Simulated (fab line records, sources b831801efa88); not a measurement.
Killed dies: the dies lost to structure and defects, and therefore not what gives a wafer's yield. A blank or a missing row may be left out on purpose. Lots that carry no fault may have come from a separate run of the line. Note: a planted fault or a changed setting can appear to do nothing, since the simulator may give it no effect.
Matching of chambers | flow gf180mcu | cmp-01 running GF_V2_CMP_04: 4 sister chambers
The step polishes SiO2. 8 wafers are shown with their chamber, then 7 later ones without.

## EACH WAFER AND ITS CHAMBER
wafer  | chamber | motor current A (A) | slurry filter dp kPa (kPa)
L239.1 | 2       | 12.8                | 13.38
L240.1 | 2       | 12.6                | 13.35
L240.2 | 3       | 14.2                | 13.51
L240.3 | 0       | 10.1                | 13.35
L241.1 | 0       | 10.5                | 13.47
L241.6 | 1       | 11.6                | 13.41
L245.3 | 1       | 11.3                | 13.52
L245.4 | 3       | 13.5                | 13.56

## WAFERS WITH NO CHAMBER GIVEN
wafer  | motor current A (A) | slurry filter dp kPa (kPa)
L245.5 | 12.9                | 13.38
L248.3 | 14.1                | 13.47
L248.4 | 10.0                | 13.58
L248.6 | 12.2                | 13.52
L258.2 | 12.5                | 13.46
L258.5 | 14.7                | 13.52
L258.6 | 13.0                | 13.40

## CHAMBER TAKEN BY EACH
wafer  | from the rows above     | in truth
L245.5 | 2                       | 2
L248.3 | 3                       | 3
L248.4 | 0                       | 0
L248.6 | can't be placed: 1 or 2 | 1
L258.2 | can't be placed: 2 or 1 | 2
L258.5 | 3                       | 3
L258.6 | 2                       | 2
Correctly placed: 5 of 7. These rows do not allow placing 2 (true chamber among the candidates in 2). Wrongly placed: 0.
How it was worked out, from the rows above alone: a wafer's distance from a chamber is the root of the sum, over the readings, of the square of ((its reading less the chamber's mean) divided by the reading's scatter). The wafer belongs to the nearest chamber; if the next one is less than 2 further off, it can't be placed. A chamber's mean is the mean of its shown wafers. The scatter is the square root of a quotient: the sum, over the shown wafers, of each reading's squared deviation from its chamber's mean, divided by wafers minus chambers.
